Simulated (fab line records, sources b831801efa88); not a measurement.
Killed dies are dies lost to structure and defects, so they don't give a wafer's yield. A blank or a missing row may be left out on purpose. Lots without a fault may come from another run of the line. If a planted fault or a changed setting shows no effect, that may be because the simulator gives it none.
A lot that was struck, set against a sound lot ; flow gf180mcu ; 30 steps out of a route of 602
Sound: these wafers, L204.1, L204.2, L204.5. Struck: wafer L197.6. (L197.2, L197.3 of the same lot were not struck and are left out.) The cause comes at the end.
Per side, at each step with rows, come the tool, then ch with its chambers, and then its first start. Under that, the readings that differ: sound wafers ; struck wafers ; difference of the means ; sigmas: that difference in standard deviations of wafers without a fault.
alike: same words and numbers on both sides, and readings whose means sit less than 2 such deviations apart. not compared: any withheld reading, any reading some wafer has no value for, any bound like >300 that may hide the same value, and any number with overlapping values for which the record gives no deviation.
Wherever a step has rows on one side only, a row that says differs or no value, or a row with sigmas, the two part there. Numbers that don't overlap but have no deviation are shown without sigmas and don't part them. Lack of a reading on every wafer of one side parts them only where that side has two or more wafers.

first, 3 steps without rows for these wafers: GF_PSD_EXPOSE_04 (exposes mask Pplus, target cd 400 nm); GF_PSD_PEB_05; GF_PSD_DEVELOP_06 (develop time 60 s).
GF_PSD_CD_MEAS_07 targets a cd of 400 nm.
  sound on cd-sem-02, day 20 03:23; struck on cd-sem-01, day 17 19:10
reading;sound;struck;difference;sigmas
cd-nm (nm);403.0 402.7 403.6;396.1;-7.0;-3
GF_PSD_OVL_MEAS_08:
  sound on overlay-02, day 20 03:31; struck on overlay-02, day 17 19:16
  alike: PSD_OVL
next, for these wafers, 1 step has no rows: GF_PSD_IMPLANT_09.
GF_PSD_STRIP_10: strips in O2/N2.
  sound on plasma-asher-04 ch 0,1, day 20 03:50; struck on plasma-asher-03 ch 1, day 17 19:26
reading;sound;struck;difference;sigmas
oes-product-au (a.u.);0.591 0.597 0.596;0.582;-0.013;-3
strip-time-to-endpoint-s (s);16.43 16.48 16.48;16.57;+0.11;+3
  alike: drypump-motor-current-A, heater-power-w
  not compared: rf-hours-counter-h
GF_PSD_TW_MEAS_11:
  sound on film-metro-04, day 20 03:56; struck on film-metro-04, day 17 19:33
  alike: PSD_TW
then, 1 step without rows for these wafers: GF_PSD_CLEAN_12 (cleans in SC1/SC2, time 150 s).
GF_PSD_RTA_13: time 20 s.
  sound on rtp-anneal-02 ch 0, day 20 04:02; struck on rtp-anneal-02 ch 0, day 17 19:40
  alike: lamp-power-pct, wafer_temp_C_max
GF_PSD_RS_MEAS_14: measures by four-point-probe.
  sound on film-metro-01, day 20 04:07; struck on film-metro-03, day 17 19:46
reading;sound;struck;difference;sigmas
NSD_RS (ohm/sq);46.08 46.29 46.16;46.35;+0.17;+2
GF_PSD_RS_MEAS_15: measures by four-point-probe.
  sound on film-metro-01, day 20 04:14; struck on film-metro-03, day 17 19:53
  alike: PSD_RS
GF_SAB_CVD_00: deposits SiO2 from TEOS, target thk 50 nm, time 4.9302 s.
  sound on pecvd-01 ch 0,1,2, day 20 04:22; struck on pecvd-02 ch 1, day 17 19:59
reading;sound;struck;difference;sigmas
model.SiO2_of_SAB_CVD_00.thk-nm (nm);49.67 49.15 50.28;56.25;+6.55;
  alike: heater-power-w
GF_SAB_THK_MEAS_01:
  sound on film-metro-02, day 20 04:23; struck on film-metro-04, day 17 20:01
reading;sound;struck;difference;sigmas
SAB_CVD_00_THK (nm);49.7 49.2 50.2;56.2;+6.5;+10
then, 7 steps without rows for these wafers: GF_SAB_DEHYDRATE_02 (time 60 s); GF_SAB_HMDS_03 (prime time 60 s); GF_SAB_COAT_04 (resist thk 1000 nm); GF_SAB_SOFTBAKE_05 (time 60 s); GF_SAB_EXPOSE_06 (exposes mask SAB, target cd 420 nm); GF_SAB_PEB_07; GF_SAB_DEVELOP_08 (develop time 60 s).
GF_SAB_CD_MEAS_09 targets a cd of 420 nm.
  sound on cd-sem-01, day 21 04:11; struck on cd-sem-01, day 18 19:52
  alike: cd-nm
GF_SAB_OVL_MEAS_10:
  sound on overlay-01, day 21 04:19; struck on overlay-01, day 18 19:59
  alike: SAB_OVL
GF_SAB_ETCH_11: etches SiO2 in C4F8/O2/Ar, target depth 55 nm, time 8.5 s.
  sound on rie-diel-04 ch 0,3, day 21 04:20; struck on rie-diel-02 ch 0, day 18 20:01
  alike: oes-product-au
  not compared: rf-hours-counter-h
then, 1 step without rows for these wafers: GF_SAB_WET_ETCH_12 (etches SiO2 in dHF, target depth 22 nm, time 440 s).
GF_SAB_STRIP_13: strips in O2/N2.
  sound on plasma-asher-01 ch 0,1, day 21 04:29; struck on plasma-asher-01 ch 0, day 18 20:10
  alike: drypump-motor-current-A, heater-power-w, oes-product-au, strip-time-to-endpoint-s
  not compared: rf-hours-counter-h
then, 1 step without rows for these wafers: GF_SALICIDE_CLEAN_00 (cleans in SC1/SC2, time 150 s).
GF_SALICIDE_WET_ETCH_01: etches SiO2 in dHF, target depth 5 nm, time 100 s.
  sound on wet-bench-02 ch 3, day 21 04:38; struck on wet-bench-02 ch 3, day 18 20:19
reading;sound;struck;difference;sigmas
model.SiO2_of_SAB_CVD_00.thk-nm (nm);39.01 38.49 39.67;45.54;+6.48;
GF_SALICIDE_SPUTTER_02: material Co, target thk 10 nm, time 20 s.
  sound on pvd-sputter-04, day 21 04:41; struck on pvd-sputter-02, day 18 20:22
  alike: throttle-valve-pct
GF_PASSIVATION_PROBE_99:
  rows exist in the record for the sound wafers here (prober-01, day 33 15:05), none for the struck ones

WHERE THEY PART
Earliest at GF_PSD_CD_MEAS_07; latest, in this record, at GF_PASSIVATION_PROBE_99.

WHY: what had been put in by the simulator
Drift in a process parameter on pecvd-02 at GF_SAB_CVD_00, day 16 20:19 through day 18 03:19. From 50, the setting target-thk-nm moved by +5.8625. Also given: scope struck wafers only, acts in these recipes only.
